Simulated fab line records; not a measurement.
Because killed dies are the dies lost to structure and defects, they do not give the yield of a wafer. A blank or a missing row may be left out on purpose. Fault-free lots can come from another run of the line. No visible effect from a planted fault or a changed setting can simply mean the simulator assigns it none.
fab line records | flow gf180mcu
[record] lots = 5 wafers = 15 last_day = 33
route steps=602 shown V5@566 TOP_METAL@567 PASSIVATION@587
lots untouched by any fault: they come from a run of this same line in which no faults occurred
start_h: hours from the record's first day to the start of the lot's first wafer shown | wait_h: hours since the lot's step before | " identical to the entry in the row above | L1.1+2: a row that stands for several wafers | - no value present, or no start provided | * or withheld: withheld | < > ~ a bound
route shown NAME@n: a module of which the file shows steps, and the number in the route of the first | usual: mean/standard deviation of fault-free wafers | same: alike in all rows | chamber/n: place in a boat | sites: each site's reading | _std_site: standard deviation across them | _edge_site: outer sites' mean less inner sites' | radius_mm: for every site, how far away it sits from the centre of the wafer | mask NAME#n: copy n | behind: tool/chamber where the wafer was last shaped | hold: why the lot went on hold/how many hours it stayed there/how the hold came to an end | device: the n, p or np transistor that did not switch | end of line: the tests these same wafers got at the end of their route | a step with no rows: only its recipe | killed: count of dies lost to structure and defects at first sort (not the wafer's yield) | map: a wafer's dies, marking killed ones x, the rest . and places with no die _
set.NAME: the setting that was run; set.NAME@STEP: the one run at that earlier step | model.NAME: the simulator's own value behind a step, which no gauge read
lots at selected steps of the route; one table per step, one row per wafer
services: from which hour (start_h, from the record's first day; less than 0 if before it) a tool's chamber was out of use, for how many hours, and why
[[steps]]
[step GF_V5_CMP_26]
[recipe] stop_on = SiO2 down_force_psi = 3.5 platen_rpm = 60 t_overpolish_s = 15 target_thk_nm = 0 pad_velocity_m_s = 0.94248
[usual] motor_current_A = 10.9/1.8 overpolish_run_s = 15.001/0.0087 time_to_endpoint_s = 83/4.4
[same] t_overpolish_s = 15
// columns lot.wafer tool chamber start_h wait_h motor_current_A overpolish_run_s time_to_endpoint_s
L076.4 cmp-01 0 642.81 0.0 9.3 14.998 89
L076.2 " 3 " " 10.7 15.002 88
L076.5 " 0 " " 8.4 15.003 89
L077.1 cmp-01 2 658.47 0.2 11.6 15.012 81
L077.6 " 3 " " 10.8 14.991 86
L077.5 " 0 " " 9.1 14.994 91
L079.3 cmp-02 3 671.46 0.1 9.5 14.984 78
L079.1 " 1 " " 14.7 15.002 79
L079.6 " 2 " " 11.9 15.007 82
L080.3 cmp-01 1 673.41 0.0 9.3 14.993 81
L080.2 " 2 " " 11.4 14.987 85
L080.4 " 3 " " 10.6 14.999 89
L090.3 cmp-02 3 743.54 0.0 9.9 14.996 79
L090.1 " 1 " " 14.7 15.015 81
L090.5 " 0 " " 11.2 14.997 81
[step GF_TOP_METAL_SPUTTER_00]
[recipe] material = Ti target_thk_nm = 37.5 arriving_ion_energy_ev = 80 substrate_temp_c = 200 chamber_pressure_pa = 2 power_w = 4000 time_s = 150
[usual] throttle_valve_pct = 30.2/1.6
// columns lot.wafer tool chamber start_h wait_h throttle_valve_pct
L076.2 pvd_sputter-02 - 643.11 0.1 29.6
L076.4 " - " " 27.9
L076.5 " - " " 30.5
L077.1 pvd_sputter-03 - 658.62 0.1 30.5
L077.5 " - " " 33.0
L077.6 " - " " 30.6
L079.1 pvd_sputter-03 - 671.71 0.1 30.8
L079.3 " - " " 28.8
L079.6 " - " " 30.6
L080.2 pvd_sputter-03 - 673.71 0.2 33.3
L080.3 " - " " 30.9
L080.4 " - " " 30.9
L090.1 pvd_sputter-04 - 743.84 0.1 32.3
L090.3 " - " " 28.9
L090.5 " - " " 32.2
[step GF_TOP_METAL_SPUTTER_01]
[recipe] material = TiN target_thk_nm = 30 power_w = 6664 time_s = 25 chamber_pressure_pa = 0.4
[usual] throttle_valve_pct = 30.2/1.6
// columns lot.wafer tool chamber start_h wait_h throttle_valve_pct
L076.2 pvd_sputter-02 - 643.21 0.1 29.4
L076.4 " - " " 28.0
L076.5 " - " " 30.3
L077.1 pvd_sputter-03 - 658.72 0.1 30.6
L077.5 " - " " 33.1
L077.6 " - " " 30.7
L079.1 pvd_sputter-03 - 671.81 0.1 30.8
L079.3 " - " " 28.7
L079.6 " - " " 30.8
L080.2 pvd_sputter-03 - 673.81 0.1 33.0
L080.3 " - " " 30.4
L080.4 " - " " 30.6
L090.1 pvd_sputter-04 - 743.94 0.1 32.3
L090.3 " - " " 29.1
L090.5 " - " " 32.0
[step GF_TOP_METAL_SPUTTER_02]
[recipe] material = AlCu target_thk_nm = 900 power_w = 10600 chamber_pressure_pa = 0.3 substrate_temp_c = 250 gas = Ar time_s = 47.82
[usual] throttle_valve_pct = 30.2/1.6
// columns lot.wafer tool chamber start_h wait_h throttle_valve_pct
L076.2 pvd_sputter-02 - 643.24 0.0 29.8
L076.4 " - " " 27.9
L076.5 " - " " 30.4
L077.1 pvd_sputter-03 - 658.75 0.0 30.7
L077.5 " - " " 33.2
L077.6 " - " " 30.7
L079.1 pvd_sputter-03 - 671.84 0.0 30.5
L079.3 " - " " 28.7
L079.6 " - " " 31.0
L080.2 pvd_sputter-03 - 673.84 0.0 33.2
L080.3 " - " " 30.3
L080.4 " - " " 31.0
L090.1 pvd_sputter-04 - 743.97 0.0 32.0
L090.3 " - " " 29.1
L090.5 " - " " 32.0
[step GF_TOP_METAL_SPUTTER_03]
[recipe] material = Ti target_thk_nm = 5 substrate_temp_c = 300 chamber_pressure_pa = 0.3 power_w = 3000 time_s = 3.3
[usual] throttle_valve_pct = 30.2/1.6
// columns lot.wafer tool chamber start_h wait_h throttle_valve_pct
L076.2 pvd_sputter-02 - 643.28 0.0 29.5
L076.4 " - " " 28.0
L076.5 " - " " 30.4
L077.1 pvd_sputter-03 - 658.79 0.0 30.7
L077.5 " - " " 33.1
L077.6 " - " " 30.4
L079.1 pvd_sputter-03 - 671.88 0.0 30.4
L079.3 " - " " 28.8
L079.6 " - " " 30.9
L080.2 pvd_sputter-03 - 673.88 0.0 33.3
L080.3 " - " " 30.2
L080.4 " - " " 30.6
L090.1 pvd_sputter-04 - 744.02 0.0 31.9
L090.3 " - " " 28.9
L090.5 " - " " 32.2
[step GF_TOP_METAL_SPUTTER_04]
[recipe] material = TiN target_thk_nm = 25 power_w = 6500 time_s = 20.8 chamber_pressure_pa = 0.4
[usual] throttle_valve_pct = 30.2/1.6
// columns lot.wafer tool chamber start_h wait_h throttle_valve_pct
L076.2 pvd_sputter-02 - 643.30 0.0 29.8
L076.4 " - " " 28.0
L076.5 " - " " 30.5
L077.1 pvd_sputter-03 - 658.81 0.0 30.8
L077.5 " - " " 33.2
L077.6 " - " " 30.7
L079.1 pvd_sputter-03 - 671.90 0.0 30.5
L079.3 " - " " 28.9
L079.6 " - " " 30.7
L080.2 pvd_sputter-03 - 673.90 0.0 33.0
L080.3 " - " " 30.7
L080.4 " - " " 30.8
L090.1 pvd_sputter-04 - 744.03 0.0 32.0
L090.3 " - " " 28.8
L090.5 " - " " 32.2
[step GF_TOP_METAL_RS_MEAS_05]
[recipe] thk_meas_gauge = four-point-probe reads = TiN_of_TOP_METAL_SPUTTER_04+Ti_of_TOP_METAL_SPUTTER_03+AlCu_of_TOP_METAL_SPUTTER_02+TiN_of_TOP_METAL_SPUTTER_01+Ti_of_TOP_METAL_SPUTTER_00
[usual] TOP_METAL_ALCU_RS = 0.0329/0.00055
// columns lot.wafer tool chamber start_h wait_h TOP_METAL_ALCU_RS[ohm/sq]
L076.2 film_metro-01 - 643.35 0.0 0.0326
L076.4 " - " " 0.0325
L076.5 " - " " 0.0327
L077.1 film_metro-03 - 658.84 0.0 0.0326
L077.5 " - " " 0.0323
L077.6 " - " " 0.0328
L079.1 film_metro-03 - 671.93 0.0 0.0331
L079.3 " - " " 0.0329
L079.6 " - " " 0.0329
L080.2 film_metro-02 - 673.95 0.0 0.0327
L080.3 " - " " 0.0327
L080.4 " - " " 0.0328
L090.1 film_metro-03 - 744.06 0.0 0.0344
L090.3 " - " " 0.0330
L090.5 " - " " 0.0343
[step GF_TOP_METAL_THK_MEAS_06]
[recipe] thk_meas_gauge = xrf reads = AlCu_of_TOP_METAL_SPUTTER_02
[usual] TOP_METAL_ALCU_THK = 868/15
// columns lot.wafer tool chamber start_h wait_h TOP_METAL_ALCU_THK[nm]
L076.2 film_metro-01 - 643.46 0.1 877
L076.4 " - " " 879
L076.5 " - " " 876
L077.1 film_metro-03 - 658.96 0.1 882
L077.5 " - " " 888
L077.6 " - " " 877
L079.1 film_metro-03 - 672.05 0.1 865
L079.3 " - " " 878
L079.6 " - " " 874
L080.2 film_metro-02 - 674.06 0.1 867
L080.3 " - " " 866
L080.4 " - " " 862
L090.1 film_metro-03 - 744.18 0.1 839
L090.3 " - " " 873
L090.5 " - " " 844
[step GF_TOP_METAL_DEHYDRATE_07]
[recipe] temp_c = 200 time_s = 60
// columns lot.wafer tool chamber start_h wait_h
L076.2+4+5 litho_track-04 0 652.72 9.2
L077.1+5+6 litho_track-04 0 667.09 8.1
L079.1+3+6 litho_track-04 0 681.59 9.5
L080.2+3+4 litho_track-04 0 683.16 9.1
L090.1+3+5 litho_track-02 0 752.21 8.0
[step GF_TOP_METAL_HMDS_08]
[recipe] prime_time_s = 60 prime_temp_c = 120
// columns lot.wafer tool chamber start_h wait_h
L076.2+4+5 litho_track-04 0 652.87 0.1
L077.1+5+6 litho_track-04 0 667.24 0.1
L079.1+3+6 litho_track-04 0 681.74 0.1
L080.2+3+4 litho_track-04 0 683.31 0.1
L090.1+3+5 litho_track-02 0 752.36 0.1
[step GF_TOP_METAL_COAT_09]
[recipe] resist = NOVOLAK spin_rpm = 3000 resist_thk_nm = 1500
// columns lot.wafer tool chamber start_h wait_h
L076.2+4+5 litho_track-04 0 653.02 0.1
L077.1+5+6 litho_track-04 0 667.39 0.1
L079.1+3+6 litho_track-04 0 681.89 0.1
L080.2+3+4 litho_track-04 0 683.46 0.1
L090.1+3+5 litho_track-02 0 752.51 0.1
[step GF_TOP_METAL_SOFTBAKE_10]
[recipe] temp_c = 90 time_s = 60 resist = NOVOLAK
// columns lot.wafer tool chamber start_h wait_h
L076.2+4+5 litho_track-04 0 653.17 0.1
L077.1+5+6 litho_track-04 0 667.54 0.1
L079.1+3+6 litho_track-04 0 682.04 0.1
L080.2+3+4 litho_track-04 0 683.61 0.1
L090.1+3+5 litho_track-02 0 752.66 0.1
[step GF_TOP_METAL_EXPOSE_11]
[recipe] mask_id = MetalTop target_cd_nm = 440 na = 0.6 source_shape = conventional sigma_outer = 0.6 dose_mj = 170
[usual] exposure_dose_mJ_cm2 = 169.4/0.41
// columns lot.wafer tool chamber start_h wait_h mask exposure_dose_mJ_cm2
L076.2 iline_stepper-01 0 - - MetalTop#0 169.8
L076.4 " 0 " " MetalTop#0 169.9
L076.5 " 0 " " MetalTop#0 169.4
L077.1 iline_stepper-01 0 - - MetalTop#0 169.6
L077.5 " 0 " " MetalTop#0 169.8
L077.6 " 0 " " MetalTop#0 169.8
L079.1 iline_stepper-01 0 - - MetalTop#0 169.9
L079.3 " 0 " " MetalTop#0 169.6
L079.6 " 0 " " MetalTop#0 169.7
L080.2 iline_stepper-01 0 - - MetalTop#0 169.6
L080.3 " 0 " " MetalTop#0 169.8
L080.4 " 0 " " MetalTop#0 169.7
L090.1 iline_stepper-02 0 - - MetalTop#0 168.9
L090.3 " 0 " " MetalTop#0 168.9
L090.5 " 0 " " MetalTop#0 169.0
[step GF_TOP_METAL_PEB_12]
[recipe] temp_c = withheld time_s = * resist = NOVOLAK
// columns lot.wafer tool chamber start_h wait_h
L076.2+4+5 litho_track-02 0 - -
L077.1+5+6 litho_track-02 0 - -
L079.1+3+6 litho_track-02 0 - -
L080.2+3+4 litho_track-04 0 - -
L090.1+3+5 litho_track-01 0 - -
[step GF_TOP_METAL_DEVELOP_13]
[recipe] develop_time_s = 60 dev_temp_c = 23
// columns lot.wafer tool chamber start_h wait_h
L076.2+4+5 litho_track-02 0 662.68 0.1
L077.1+5+6 litho_track-02 0 677.41 0.1
L079.1+3+6 litho_track-02 0 691.06 0.1
L080.2+3+4 litho_track-04 0 692.41 0.1
L090.1+3+5 litho_track-01 0 760.95 0.1
[step GF_TOP_METAL_CD_MEAS_14]
[recipe] target_cd_nm = 440
[usual] cd_nm = 439.1/2.4
// columns lot.wafer tool chamber start_h wait_h cd_nm
L076.2 cd_sem-01 - 662.83 0.1 440.1
L076.4 " - " " 438.2
L076.5 " - " " 438.9
L077.1 cd_sem-01 - 677.56 0.1 440.9
L077.5 " - " " 442.5
L077.6 " - " " 440.1
L079.1 cd_sem-01 - 691.21 0.1 438.2
L079.3 " - " " 440.5
L079.6 " - " " 440.5
L080.2 cd_sem-02 - 692.56 0.1 438.8
L080.3 " - " " 438.9
L080.4 " - " " 438.1
L090.1 cd_sem-01 - 761.10 0.1 440.6
L090.3 " - " " 439.4
L090.5 " - " " 439.2
[step GF_TOP_METAL_OVL_MEAS_15]
[usual] TOP_METAL_OVL = 0.2/1.2
// columns lot.wafer tool chamber start_h wait_h TOP_METAL_OVL[nm]
L076.2 overlay-01 - 662.93 0.1 -1.1
L076.4 " - " " -1.0
L076.5 " - " " -1.7
L077.1 overlay-02 - 677.68 0.1 -1.2
L077.5 " - " " -0.7
L077.6 " - " " 0.2
L079.1 overlay-02 - 691.33 0.1 -0.3
L079.3 " - " " -0.1
L079.6 " - " " 1.2
L080.2 overlay-01 - 692.67 0.1 1.0
L080.3 " - " " 3.3
L080.4 " - " " 0.8
L090.1 overlay-02 - 761.22 0.1 1.6
L090.3 " - " " 0.4
L090.5 " - " " 1.9
[step GF_TOP_METAL_METAL_ETCH_16]
[recipe] chemistry = Cl2/BCl3 mask_material = NOVOLAK target_depth_nm = 1197 stop_on = SiO2 pressure_mtorr = 8 icp_w = 800 bias_w = 140 Cl2_flow_sccm = 80 bcl3_flow_sccm = 40 time_s = 199.5
[usual] chamber_pressure_mTorr = 7.999/0.0074 drypump_motor_current_A = 6.2/0.32 he_backside_leak_sccm = 3.26/0.24 oes_product_au = 0.992/0.0063 throttle_valve_pct = 28.228/0.01
// columns lot.wafer tool chamber start_h wait_h chamber_pressure_mTorr drypump_motor_current_A he_backside_leak_sccm oes_product_au rf_hours_counter_h throttle_valve_pct
L076.2 rie_metal-04 0 662.96 0.0 7.993 6.3 3.47 0.991 13 28.223
L076.4 " 1 " " 7.991 6.3 3.11 0.987 - 28.238
L076.5 " 1 " " 7.998 6.3 3.26 0.983 - 28.214
L077.1 rie_metal-02 0 677.71 0.0 7.997 5.8 3.11 0.995 5 28.227
L077.5 " 1 " " 7.990 6.6 3.16 0.997 - 28.233
L077.6 " 0 " " 7.989 5.9 3.34 1.000 - 28.212
L079.1 rie_metal-03 0 691.36 0.0 8.002 5.8 3.51 0.994 4 28.228
L079.3 " 0 " " 7.989 5.8 3.61 0.987 - 28.250
L079.6 " 1 " " 7.992 6.0 2.87 0.978 - 28.243
L080.2 rie_metal-04 1 692.76 0.1 8.002 6.3 3.02 0.994 - 28.232
L080.3 " 1 " " 8.005 6.3 3.03 0.997 - 28.238
L080.4 " 1 " " 8.001 6.3 2.97 0.995 - 28.226
L090.1 rie_metal-04 0 761.25 0.0 8.005 6.3 3.66 0.992 3 28.225
L090.3 " 0 " " 7.998 6.3 3.98 0.993 - 28.223
L090.5 " 1 " " 7.998 6.3 3.19 0.998 - 28.216
[step GF_TOP_METAL_STRIP_17]
[recipe] chemistry = O2/N2 power_w = 1400 pressure_mtorr = 1500 platen_temp_c = 250 o2_flow_sccm = 3000 n2_flow_sccm = 300 overash_fraction = 0.5
[usual] chamber_pressure_mTorr = 1500.0/1.2 drypump_motor_current_A = 5.59/0.19 heater_power_w = 315/21 oes_product_au = 0.710/0.0043 strip_time_to_endpoint_s = 12.89/0.098
[same] overash_fraction = 0.5
// columns lot.wafer tool chamber start_h wait_h chamber_pressure_mTorr drypump_motor_current_A heater_power_w oes_product_au rf_hours_counter_h strip_time_to_endpoint_s
L076.2 plasma_asher-01 0 663.16 0.1 1500.4 5.36 331 0.712 90 12.93
L076.4 " 0 " " 1499.5 5.35 325 0.710 - 12.94
L076.5 " 1 " " 1501.0 5.57 313 0.708 - 12.92
L077.1 plasma_asher-03 0 677.91 0.1 1499.5 5.66 313 0.719 54 12.81
L077.5 " 1 " " 1500.1 5.58 284 0.715 - 12.74
L077.6 " 0 " " 1501.3 5.66 314 0.713 - 12.82
L079.1 plasma_asher-03 0 691.56 0.1 1499.6 5.67 318 0.714 56 13.00
L079.3 " 1 " " 1501.6 5.61 290 0.709 - 13.01
L079.6 " 1 " " 1499.5 5.60 278 0.712 - 13.13
L080.2 plasma_asher-01 0 693.08 0.3 1501.1 5.38 323 0.712 94 12.79
L080.3 " 0 " " 1500.8 5.37 326 0.716 - 12.80
L080.4 " 1 " " 1500.1 5.56 311 0.707 - 12.78
L090.1 plasma_asher-03 1 761.44 0.1 1498.9 5.60 274 0.704 64 12.91
L090.3 " 1 " " 1501.1 5.59 277 0.717 - 12.89
L090.5 " 1 " " 1500.9 5.57 279 0.713 - 12.79
[step GF_TOP_METAL_STRIP_18]
[recipe] chemistry = post_etch_residue_remover time_s = 1200 temp_c = 72.5
// columns lot.wafer tool chamber start_h wait_h
L076.2+4+5 wet_bench-01 1 663.26 0.1
L077.1+5+6 wet_bench-02 3 678.01 0.1
L079.1+3+6 wet_bench-01 2 691.66 0.1
L080.2+3+4 wet_bench-02 1 693.18 0.1
L090.1+3+5 wet_bench-04 1 761.54 0.1
[step GF_TOP_METAL_CLEAN_19]
[recipe] chemistry = DIW dry = n2_spin
// columns lot.wafer tool chamber start_h wait_h
L076.2+4+5 wet_bench-04 0 663.94 0.0
L077.1+5+6 wet_bench-01 2 678.35 0.0
L079.1+3+6 wet_bench-02 2 692.00 0.0
L080.2+3+4 wet_bench-04 1 693.55 0.0
L090.1+3+5 wet_bench-04 0 761.88 0.0
[step GF_PASSIVATION_CVD_00]
[recipe] material = SiO2 target_thk_nm = 1000 precursor = TEOS temp_c = 400 time_s = 111.95 rf_w = 600
[usual] heater_power_w = 637/100
// columns lot.wafer tool chamber start_h wait_h heater_power_w
L076.2 pecvd-01 1 664.03 0.0 611
L076.4 " 2 " " 453
L076.5 " 1 " " 688
L077.1 pecvd-03 0 678.44 0.0 809
L077.5 " 0 " " 862
L077.6 " 1 " " 728
L079.1 pecvd-03 0 692.10 0.0 863
L079.3 " 1 " " 683
L079.6 " 1 " " 546
L080.2 pecvd-03 0 693.64 0.0 802
L080.3 " 1 " " 642
L080.4 " 2 " " 599
L090.1 pecvd-02 0 761.98 0.0 777
L090.3 " 1 " " 578
L090.5 " 0 " " 647
[step GF_PASSIVATION_THK_MEAS_01]
[recipe] reads = SiO2_of_PASSIVATION_CVD_00
[usual] PASSIVATION_CVD_00_THK = 995/15
// columns lot.wafer tool chamber start_h wait_h PASSIVATION_CVD_00_THK[nm]
L076.2 film_metro-04 - 664.12 0.0 979
L076.4 " - " " 997
L076.5 " - " " 998
L077.1 film_metro-01 - 678.52 0.0 989
L077.5 " - " " 1001
L077.6 " - " " 985
L079.1 film_metro-02 - 692.18 0.0 1004
L079.3 " - " " 984
L079.6 " - " " 991
L080.2 film_metro-01 - 693.73 0.0 981
L080.3 " - " " 977
L080.4 " - " " 1028
L090.1 film_metro-02 - 762.05 0.0 1007
L090.3 " - " " 990
L090.5 " - " " 1022
[step GF_PASSIVATION_CVD_02]
[recipe] material = Si3N4 target_thk_nm = 700 time_s = 486.18 temp_c = 400 rf_w = 450
[usual] heater_power_w = 688/97
// columns lot.wafer tool chamber start_h wait_h heater_power_w
L076.2 pecvd-03 0 664.17 0.0 911
L076.4 " 0 " " 961
L076.5 " 1 " " 607
L077.1 pecvd-01 2 678.58 0.1 606
L077.5 " 0 " " 581
L077.6 " 2 " " 639
L079.1 pecvd-01 0 692.24 0.1 580
L079.3 " 2 " " 622
L079.6 " 1 " " 797
L080.2 pecvd-01 2 693.78 0.0 585
L080.3 " 0 " " 631
L080.4 " 1 " " 780
L090.1 pecvd-01 1 762.11 0.1 733
L090.3 " 0 " " 708
L090.5 " 2 " " 510
[step GF_PASSIVATION_THK_MEAS_03]
[recipe] reads = Si3N4_of_PASSIVATION_CVD_02
[usual] PASSIVATION_CVD_02_THK = 698/11
// columns lot.wafer tool chamber start_h wait_h PASSIVATION_CVD_02_THK[nm]
L076.2 film_metro-02 - 664.47 0.2 701
L076.4 " - " " 722
L076.5 " - " " 716
L077.1 film_metro-02 - 678.86 0.1 691
L077.5 " - " " 692
L077.6 " - " " 698
L079.1 film_metro-01 - 692.52 0.1 691
L079.3 " - " " 693
L079.6 " - " " 699
L080.2 film_metro-04 - 694.08 0.2 689
L080.3 " - " " 681
L080.4 " - " " 688
L090.1 film_metro-04 - 762.40 0.1 684
L090.3 " - " " 706
L090.5 " - " " 710
[[services]]
// columns tool chamber start_h hours kind
rie_metal-03 - 619.95 0.1 repair
rie_metal-04 0 626.48 29.8 repair
pecvd-02 2 629.01 12.8 repair
iline_stepper-02 - 632.34 2.1 pm
plasma_asher-03 - 637.62 3.7 repair
pecvd-02 - 641.98 5.5 pm
pvd_sputter-04 0 649.61 - consumable_replace:kit
plasma_asher-01 - 660.60 0.8 repair
rie_metal-03 1 675.94 6.2 repair
wet_bench-01 - 684.36 0.7 repair
pvd_sputter-03 1 690.33 - consumable_replace:kit
pvd_sputter-03 1 690.33 18.0 scheduled_down
pvd_sputter-03 1 690.33 18.0 vent_cycle
pecvd-02 - 691.20 14.6 pm
cmp-02 - 694.31 1.6 repair
pecvd-02 - 705.80 6.0 pm
pecvd-01 - 725.84 6.0 pm
pvd_sputter-04 - 729.64 0.5 repair
cmp-02 - 732.18 1.3 repair
pvd_sputter-03 - 734.65 2.4 repair
cmp-02 - 736.38 4.8 repair
cmp-01 - 744.00 4.0 pm
pecvd-03 - 754.58 1.3 repair
pecvd-03 1 758.60 5.5 repair
[[key]]
fault none
